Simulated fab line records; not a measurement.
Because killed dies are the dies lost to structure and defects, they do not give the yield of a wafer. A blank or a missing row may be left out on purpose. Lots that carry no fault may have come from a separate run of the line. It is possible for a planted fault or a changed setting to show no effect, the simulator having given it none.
Chamber matching | flow gf180mcu | GF_V4_CMP_26 on cmp-01: 4 sister chambers
The step polishes, stops on SiO2, t overpolish 15 s, target thk 0 nm. 18 wafers are shown with their chamber, then 9 later ones without.

== WAFERS, EACH WITH ITS CHAMBER ==
wafer  | chamber | motor-current-A (A) | overpolish-run-s (s) | time-to-endpoint-s (s)
L472.1 | 0       | 11.1                | 14.994               | 86
L472.3 | 2       | 10.0                | 14.993               | 84
L472.6 | 0       | 11.4                | 14.999               | 87
L473.1 | 2       | 10.6                | 15.001               | 86
L473.4 | 3       | 10.5                | 15.001               | 84
L473.6 | 3       | 10.3                | 15.014               | 86
L475.3 | 2       | 9.9                 | 15.015               | 83
L475.4 | 1       | 12.8                | 15.026               | 83
L475.5 | 3       | 10.4                | 15.001               | 85
L477.4 | 1       | 12.5                | 15.000               | 87
L477.5 | 0       | 10.7                | 14.994               | 83
L477.6 | 1       | 12.7                | 15.004               | 87
L478.1 | 1       | 12.0                | 15.014               | 88
L478.5 | 2       | 10.6                | 15.004               | 90
L478.6 | 3       | 9.7                 | 14.993               | 91
L480.2 | 2       | 10.1                | 14.992               | 90
L480.3 | 3       | 10.9                | 14.992               | 89
L480.4 | 1       | 12.9                | 14.993               | 94

SIGNATURES (means of the wafers above)
reading            | chamber 0 | chamber 1 | chamber 2 | chamber 3 | scatter within a chamber
motor-current-A    | 11.067    | 12.580    | 10.240    | 10.360    | 0.374
overpolish-run-s   | 14.99567  | 15.00740  | 15.00100  | 15.00020  | 0.00979
time-to-endpoint-s | 85.33     | 87.80     | 86.60     | 87.00     | 3.26
Rule: a wafer lies at a distance from a chamber equal to the root of the sum of squares, over the readings, of (its reading less the chamber's mean, divided by the reading's scatter). The wafer belongs to the nearest chamber; if the next one is less than 2 further off, it can't be placed. How the scatter is found: for the shown wafers, subtract from each reading the mean of its chamber, square and add these, divide the total by (wafers less chambers), then take the root.

== WAFERS MISSING THEIR CHAMBER ==
wafer  | motor-current-A (A) | overpolish-run-s (s) | time-to-endpoint-s (s)
L482.2 | 10.1                | 15.008               | 80
L482.4 | 10.9                | 15.002               | 88
L482.5 | 10.7                | 15.005               | 83
L486.1 | 10.7                | 15.003               | 87
L486.2 | 10.3                | 14.997               | 85
L486.4 | 10.0                | 14.996               | 86
L493.1 | 9.9                 | 14.981               | 85
L493.2 | 11.1                | 15.002               | 93
L493.3 | 12.3                | 14.997               | 84

== EACH ONE'S CHAMBER ==
wafer  | from the rows above               | in truth
L482.2 | can't be placed: 2 or 3 or 0      | 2
L482.4 | can't be placed: 0 or 3 or 2      | 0
L482.5 | can't be placed: 0 or 3 or 2      | 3
L486.1 | can't be placed: 3 or 2 or 0      | 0
L486.2 | can't be placed: 2 or 3 or 0      | 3
L486.4 | can't be placed: 2 or 3           | 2
L493.1 | can't be placed: 2 or 3 or 0      | 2
L493.2 | can't be placed: 0 or 3 or 2 or 1 | 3
L493.3 | can't be placed: 1 or 0           | 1
0 of 9 placed correctly. Can't be placed from these rows: 9 (the true chamber is among the candidates in 9). 0 placed wrongly.
